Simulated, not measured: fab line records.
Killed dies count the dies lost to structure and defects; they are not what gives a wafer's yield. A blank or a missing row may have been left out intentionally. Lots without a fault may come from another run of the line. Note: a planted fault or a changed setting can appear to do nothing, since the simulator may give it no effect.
8D (eight disciplines) problem report, filled in by code    flow gf180mcu    the parts of the form that need people (team, actions taken, sign-off) are left out

1. WHAT IS WRONG
CONTACT_W_RS at GF_CONTACT_RS_MEAS_25 reads a mean of 0.262 ohm/sq on 3 wafers of 2 lots; wafers without a fault read 0.382 ohm/sq with a standard deviation of 0.0044. Relative to the usual mean, that is a shift of -27 standard deviations.
The step: measures by four-point-probe.
Seen first at day 21 18:38 on filmMetro-01, wafer L439.5. The record holds 33 wafers of 11 lots with a number at this step. The rule behind "out" and "out of limits": a value lying over 4 standard deviations away from the usual mean. All remaining wafers that have a number are taken as sound.

2. WHAT IT IS AND WHAT IT IS NOT
question                     is                      is not
which readings at this step  CONTACT_W_RS            -
which lots                   L439, L440              L426, L427, L428, L430, L431, L434, L435, L436, L447
which wafers of those lots   L439.5, L440.1, L440.5  L439.4, L439.6, L440.2
read on which gauges         filmMetro-01            filmMetro-02, filmMetro-04
when                         from day 21 18:38       up to then (26 sound wafers); but 4 sound wafers of L440, L447 came after

3. SUSPECTS, AND WHAT RULES EACH OUT
Counting: any tool at a process step up to the reading remains a suspect provided it ran every lot that is out. Sound lots after the first of them don't rule it out here, since some wafers of a struck lot are sound.
- the gauge at GF_CONTACT_RS_MEAS_25 has been ruled out. All the wafers that are out were read on filmMetro-01, but those of them that GF_CONTACT_CVD_24 has rows for are out there too, on other tools.
- cvdW-02 at GF_CONTACT_CVD_24 (deposits W, target thk 300 nm, time 90.339 s): kept. It processed each lot that is out (first: L439, day 21 18:30); up to then, its last sound lot is L436 (day 20 21:11). On those wafers its own readings are out: susceptorTempC.
- The sound lot-mates ran in chamber 0 of cvdW-02 at GF_CONTACT_CVD_24, but the wafers that are out ran in chamber 1.
Left after counting: cvdW-02 at GF_CONTACT_CVD_24.

4. THE CAUSE (what the simulator had put in)
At GF_CONTACT_CVD_24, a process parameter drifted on cvdW-02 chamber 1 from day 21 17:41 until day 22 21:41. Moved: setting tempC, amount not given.
This tool alone remained once counting was done.

5. THE EFFECT CHAIN, in route order
Rows list readings where the struck wafers' mean (over those with a number) sits beyond 3 standard deviations from the usual. Only readings for which the record gives a usual standard deviation are gone through. hours: the time from each lot's start at the first step in this table that gives one to its start at this step, as a median over the lots. sigmas: the change in usual standard deviations.
hours  step                    reading          usual         on struck wafers  change  sigmas
0      GF_CONTACT_CVD_24       susceptorTempC   400.00 C      421.34            +21.34  +99 or more
0      GF_CONTACT_RS_MEAS_25   CONTACT_W_RS     0.382 ohm/sq  0.262             -0.120  -27
3      GF_CONTACT_THK_MEAS_26  CONTACT_W_THK    303 nm        446               +143    +31
5      GF_CONTACT_CMP_27       timeToEndpointS  73 s          104               +31     +8.0
The process steps in it:
- GF_CONTACT_CVD_24: deposits W, target thk 300 nm, time 90.339 s.
- GF_CONTACT_CMP_27: polishes, stops on SiO2, t overpolish 13.57 s, target thk 0 nm.

6. HOW IT WOULD HAVE BEEN CAUGHT EARLIER
In this record the first reading out of limits at a measuring or inspecting step was taken at day 21 18:38, 1 hour after the fault began at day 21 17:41.
The tool's own readings at GF_CONTACT_CVD_24 were out on every struck wafer that the step has a row for (susceptorTempC): an alarm limit on them would have fired on the first of those.
Lots out: 2; of these, L440 started GF_CONTACT_CVD_24 on cvdW-02 after day 21 18:38. Had the tool been put on hold then, it would have been spared.
